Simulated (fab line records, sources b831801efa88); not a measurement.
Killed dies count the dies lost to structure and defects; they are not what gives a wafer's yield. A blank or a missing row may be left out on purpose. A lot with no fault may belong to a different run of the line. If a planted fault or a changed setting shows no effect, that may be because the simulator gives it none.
Matching of chambers	flow gf180mcu	GF_POLY_GATE_ETCH_12 on rie_diel-01: 4 sister chambers
The step etches BARC in N2/H2. 4 wafers are shown with their chamber, then 9 later ones without.

## WAFERS PAIRED WITH THEIR CHAMBERS
wafer	chamber	drypump_motor_current_A (A)
L081.2	2	6.3
L085.4	0	4.9
L087.1	1	6.1
L087.5	3	6.4

## WAFERS MISSING THEIR CHAMBER
wafer	drypump_motor_current_A (A)
L089.2	6.1
L089.4	4.9
L089.5	6.3
L093.1	6.2
L093.3	6.3
L093.5	4.9
L096.4	6.3
L096.5	6.4
L096.6	6.2

## THE CHAMBER EACH PASSED THROUGH
wafer	from the rows above	in truth
L089.2	1	1
L089.4	0	0
L089.5	2	2
L093.1	can't be placed: 2 or 1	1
L093.3	2	2
L093.5	0	0
L096.4	2	2
L096.5	3	3
L096.6	can't be placed: 2 or 1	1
Correctly placed: 7 of 9. Not placeable from these rows: 2 (in 2, the candidates include the true chamber). 0 placed wrongly.
How it was worked out, from the rows above alone: a wafer's distance from a chamber is the root of the sum, over the readings, of the square of ((its reading less the chamber's mean) divided by the reading's scatter). If the next closest chamber is less than 2 further off than the closest, the wafer can't be placed; otherwise it belongs to the closest. The mean given for a chamber averages the wafers shown for that chamber. The scatter: root of mean squared gap, hidden wafer to nearest shown wafer, with one shown wafer a chamber.
